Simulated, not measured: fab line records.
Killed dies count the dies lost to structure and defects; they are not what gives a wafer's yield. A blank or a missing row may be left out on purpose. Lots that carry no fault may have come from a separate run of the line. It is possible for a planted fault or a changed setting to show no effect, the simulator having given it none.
A struck lot beside a sound one | flow gf180mcu | 23 out of 602 route steps
Sound: the wafers L151.2, L151.3, L151.5. Struck: wafer L144.2 (left out: L144.4, L144.6 of the same lot, which were not struck); the cause appears at the end.
At each step with rows: each side's tool, then ch and its chambers, then its first start. Under that, the readings that differ: sound wafers | struck wafers | difference of the means | sigmas: that difference in standard deviations of wafers without a fault.
alike: a reading whose means differ by less than 2 such deviations, as well as words and numbers matching on both sides. not compared: withheld readings; readings where some wafer has no value; bounds like >300 that might hide an equal value; numbers whose values overlap and for which the record gives no deviation.
The two part at a step that has a row with sigmas, a row that says differs or no value, or rows on one side only. Numbers that have no deviation but don't overlap get no sigmas and don't part them. Lack of a reading on every wafer of one side parts them only where that side has two or more wafers.

first, 4 steps without rows for these wafers: GF_TOP_METAL_SOFTBAKE_10 (time 60 s); GF_TOP_METAL_EXPOSE_11 (exposes mask MetalTop, target cd 440 nm); GF_TOP_METAL_PEB_12; GF_TOP_METAL_DEVELOP_13 (develop time 60 s).
GF_TOP_METAL_CD_MEAS_14: target cd 440 nm.
  sound on cd_sem-01, day 32 00:29; struck on cd_sem-02, day 30 11:58
  alike: cd_nm
GF_TOP_METAL_OVL_MEAS_15:
  sound on overlay-02, day 32 00:36; struck on overlay-01, day 30 12:05
  alike: TOP_METAL_OVL
GF_TOP_METAL_METAL_ETCH_16: etches the open film in Cl2/BCl3, stops on SiO2, target depth 1197 nm, time 199.5 s.
  sound on rie_metal-01 ch 0, day 32 00:38; struck on rie_metal-04 ch 1, day 30 12:07
  reading                | sound                | struck | difference | sigmas
  throttle_valve_pct (%) | 28.226 28.244 28.247 | 28.216 | -0.023     | -2
  alike: drypump_motor_current_A, mfc_cl2_sccm, oes_product_au, rf_fwd_power_W
  not compared: rf_hours_counter_h
GF_TOP_METAL_STRIP_17: strips in O2/N2.
  sound on plasma_asher-01 ch 0,1, day 32 00:49; struck on plasma_asher-01 ch 0, day 30 12:18
  alike: drypump_motor_current_A, heater_power_w, o2_flow_sccm, oes_product_au, platen_temp_c, strip_time_to_endpoint_s
  not compared: rf_hours_counter_h
then, 2 steps without rows for these wafers: GF_TOP_METAL_STRIP_18 (strips in post etch residue remover, time 1200 s); GF_TOP_METAL_CLEAN_19 (cleans in DIW).
GF_PASSIVATION_CVD_00: deposits SiO2 from TEOS, target thk 1000 nm, time 111.95 s.
  sound on pecvd-01 ch 0,1, day 32 01:23; struck on pecvd-02 ch 0, day 30 12:50
  alike: heater_power_w, rf_fwd_power_W
GF_PASSIVATION_THK_MEAS_01:
  sound on film_metro-02, day 32 01:28; struck on film_metro-03, day 30 12:55
  alike: PASSIVATION_CVD_00_THK
GF_PASSIVATION_CVD_02: deposits Si3N4, target thk 700 nm, time 486.18 s.
  sound on pecvd-02 ch 1,2, day 32 01:31; struck on pecvd-03 ch 1, day 30 12:58
  reading                                       | sound             | struck | difference | sigmas
  model.Si3N4_of_PASSIVATION_CVD_02.thk_nm (nm) | 682.4 695.4 691.3 | 902.9  | +213.2     |
  alike: heater_power_w, rf_fwd_power_W
GF_PASSIVATION_THK_MEAS_03:
  sound on film_metro-02, day 32 01:59; struck on film_metro-03, day 30 13:16
  reading                     | sound       | struck | difference | sigmas
  PASSIVATION_CVD_02_THK (nm) | 682 695 691 | 903    | +214       | +22
then, 7 steps without rows for these wafers: GF_PASSIVATION_DEHYDRATE_04 (time 60 s); GF_PASSIVATION_HMDS_05 (prime time 60 s); GF_PASSIVATION_COAT_06 (resist thk 4000 nm); GF_PASSIVATION_SOFTBAKE_07; GF_PASSIVATION_EXPOSE_08 (exposes mask Pad, target cd 40000 nm); GF_PASSIVATION_PEB_09; GF_PASSIVATION_DEVELOP_10 (develop time 60 s).
GF_PASSIVATION_ETCH_11: etches the open film in CF4/O2, stops on TiN, target depth 2040 nm, time 453.3 s.
  sound on rie_diel-02 ch 0,2, day 32 18:46; struck on rie_diel-02 ch 3, day 31 07:01
  reading               | sound             | struck | difference | sigmas
  oes_product_au (a.u.) | 0.989 0.986 0.996 | 0.963  | -0.027     | -5
  alike: cf4_flow_sccm, drypump_motor_current_A, rf_fwd_power_W, throttle_valve_pct
  not compared: rf_hours_counter_h
GF_PASSIVATION_STRIP_12: strips in O2/N2.
  sound on plasma_asher-04 ch 0,1, day 32 19:02; struck on plasma_asher-01 ch 1, day 31 07:17
  reading                     | sound       | struck | difference | sigmas
  drypump_motor_current_A (A) | 5.1 5.7 5.1 | 6.2    | +0.9       | +2
  alike: heater_power_w, o2_flow_sccm, oes_product_au, platen_temp_c, strip_time_to_endpoint_s
  not compared: rf_hours_counter_h

## WHERE THEY PART
First at GF_TOP_METAL_METAL_ETCH_16; last, within this record, at GF_PASSIVATION_STRIP_12.

WHY: what the simulator had put in
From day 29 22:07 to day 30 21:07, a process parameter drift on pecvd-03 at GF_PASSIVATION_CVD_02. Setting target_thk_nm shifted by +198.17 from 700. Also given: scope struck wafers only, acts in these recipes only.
